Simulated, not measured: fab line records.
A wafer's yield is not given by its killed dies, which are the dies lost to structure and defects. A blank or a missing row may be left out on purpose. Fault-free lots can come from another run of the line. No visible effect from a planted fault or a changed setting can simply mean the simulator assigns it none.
Chamber matching    flow gf180mcu    GF_V4_CMP_04 on cmp-01: 4 sister chambers
The step polishes SiO2. 4 wafers are shown with their chamber, then 8 later ones without.

## EACH WAFER AND ITS CHAMBER
wafer   chamber  motor_current_A (A)
L943.1  3        10.8
L945.3  2        13.9
L945.5  0        12.3
L946.2  1        11.0

## WAFERS WHOSE CHAMBER IS MISSING
wafer   motor_current_A (A)
L946.4  13.0
L946.5  14.3
L947.3  14.4
L947.4  12.4
L947.6  10.3
L949.3  10.7
L949.4  12.0
L949.6  12.9

## WHICH CHAMBER EACH WENT THROUGH
wafer   from the rows above           in truth
L946.4  can't be placed: 0 or 2       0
L946.5  2                             2
L947.3  2                             2
L947.4  0                             0
L947.6  can't be placed: 3 or 1       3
L949.3  can't be placed: 3 or 1       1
L949.4  can't be placed: 0 or 1 or 3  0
L949.6  can't be placed: 0 or 2       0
Placed correctly: 3 of 8. Not placeable from these rows: 5 (in 5, the candidates include the true chamber). 0 placed wrongly.
How it was worked out, from the rows above alone: a wafer's distance from a chamber is the root of the sum, over the readings, of the square of ((its reading less the chamber's mean) divided by the reading's scatter). If the next closest chamber is less than 2 further off than the closest, the wafer can't be placed; otherwise it belongs to the closest. For every chamber, the mean is computed from those of its wafers that are shown. The scatter: with one shown wafer a chamber, the root of the mean of the squares of how far each hidden wafer lies from its nearest shown one.
